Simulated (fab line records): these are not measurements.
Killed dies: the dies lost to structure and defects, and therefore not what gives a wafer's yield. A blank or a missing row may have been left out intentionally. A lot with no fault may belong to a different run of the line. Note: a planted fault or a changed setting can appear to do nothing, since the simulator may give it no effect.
Comparing a struck lot with a sound one | flow sky130 | 14 steps out of a route of 708
Sound: the wafers L702.1, L702.3, L702.5. Wafers L710.1, L710.4, L710.5 were the ones struck. The cause is given at the end.
For every step that has rows: the tool of each side, followed by ch and its chambers, followed by its first start. Under that, the readings that differ: sound wafers | struck wafers | difference of the means | sigmas: that difference in standard deviations of wafers without a fault.
alike: readings with means less than 2 such deviations apart, plus words and numbers identical on both sides. not compared: withheld readings, readings lacking a value on some wafer, bounds such as >300 that could conceal the same value, and numbers that have no deviation in the record and whose values overlap.
Wherever a step has rows on one side only, a row that says differs or no value, or a row with sigmas, the two part there. Numbers that don't overlap but have no deviation are shown without sigmas and don't part them. Lack of a reading on every wafer of one side parts them only where that side has two or more wafers.

SKY_NWELL_RS_MEAS_29: the measuring method here is four-point-probe.
  sound on film_metro-04 at day 6 00:31; struck on film_metro-04 at day 8 00:00
  alike: NWELL_RS
SKY_NWELL_RS_MEAS_31: the measuring method here is four-point-probe.
  sound on film_metro-04 at day 6 00:46; struck on film_metro-04 at day 8 00:14
  alike: PWDE_RS
then, 7 steps without rows for these wafers: SKY_VT_ADJUST_HVTP_DEHYDRATE_00 (time 60 s); SKY_VT_ADJUST_HVTP_HMDS_01 (prime time 60 s); SKY_VT_ADJUST_HVTP_COAT_02 (resist thk 1140 nm); SKY_VT_ADJUST_HVTP_SOFTBAKE_03 (time 60 s); SKY_VT_ADJUST_HVTP_EXPOSE_04 (exposes mask HVTPM, target cd 380 nm); SKY_VT_ADJUST_HVTP_PEB_05; SKY_VT_ADJUST_HVTP_DEVELOP_06 (develop time 60 s).
SKY_VT_ADJUST_HVTP_CD_MEAS_07: the cd target is 380 nm.
  sound on cd_sem-01 at day 6 18:20; struck on cd_sem-02 at day 8 20:32
  alike: cd_nm
SKY_VT_ADJUST_HVTP_OVL_MEAS_08:
  sound on overlay-01 at day 6 18:28; struck on overlay-02 at day 8 20:39
  alike: VT_ADJUST_HVTP_OVL
SKY_VT_ADJUST_HVTP_IMPLANT_09:
  sound on implanter-01 ch 0, day 6 18:30; struck on implanter-04 ch 0, day 8 20:41
  reading                   | sound                | struck               | difference | sigmas
  beam_energy_keV           | 149.91 149.95 149.93 | 163.70 163.67 163.72 | +13.77     | +99 or more
  model.implant.rp_nm (nm)  | 83.79 83.79 83.79    | 89.07 89.07 89.07    | +5.28      |
  model.implant.drp_nm (nm) | 33.4 33.4 33.4       | 35.91 35.91 35.91    | +2.51      |
SKY_VT_ADJUST_HVTP_STRIP_10: strips in O2/N2.
  sound on plasma_asher-03 ch 0,1, day 6 18:39; struck on plasma_asher-03 ch 0,1, day 8 20:50
  alike: drypump_motor_current_A, oes_product_au, strip_time_to_endpoint_s
  not compared: rf_hours_counter_h
-- here the record skips 39 days between the struck wafers' starts before and after, leaving off in module VT_ADJUST_HVTP and picking up in module PAD_OPEN (first step shown: number 708 of the route) --
SKY_PAD_OPEN_PROBE_99:
  sound on prober-01 at day 46 11:32; struck on prober-01 at day 48 08:36
  reading                                  | sound                | struck               | difference | sigmas
  model.etest.tip_p.rs_ohm_sq              | 6869 6876 6908       | 6645 6690 6601       | -239       |
  model.etest.pfet_01v8.r_on_ohm_um        | 2876 2895 2898       | 2788 2787 2781       | -104       |
  model.etest.pfet_01v8.drive_ua_um        | 192.7 192.6 192.3    | 200.7 203.4 204.5    | +10.3      |
  model.etest.pfet_01v8_mvt.drive_ua_um    | 152.4 151.3 151.1    | 158.3 161.1 162.4    | +9.0       |
  model.etest.pfet_01v8_hvt.drive_ua_um    | 144.5 141.6 143.4    | 148.6 154.3 153.4    | +8.9       |
  model.etest.sram_pfet_latch.drive_ua_um  | 143.6 147.6 141.7    | 150.9 157.4 149.6    | +8.3       |
  model.etest.pfet_01v8_mvt.off_log10_a_um | -10.78 -10.71 -10.81 | -9.912 -10.1 -9.934  | +0.785     |
  model.etest.pfet_01v8.off_log10_a_um     | -9.69 -9.613 -9.651  | -9.329 -9.181 -9.263 | +0.394     |
  alike: killed_at_M0_to_M3, killed_at_M4_up, killed_at_contacts, killed_at_front_end, killed_at_other, killed_dies, killed_open, killed_short

## WHERE THEY PART
At SKY_VT_ADJUST_HVTP_IMPLANT_09 and nowhere else, as far as this record goes. Later steps at which nothing parts them and some readings are alike: SKY_VT_ADJUST_HVTP_STRIP_10, SKY_PAD_OPEN_PROBE_99.

WHY: what had been put in by the simulator
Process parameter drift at SKY_VT_ADJUST_HVTP_IMPLANT_09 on implanter-04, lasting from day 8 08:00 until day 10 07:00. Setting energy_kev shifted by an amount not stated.
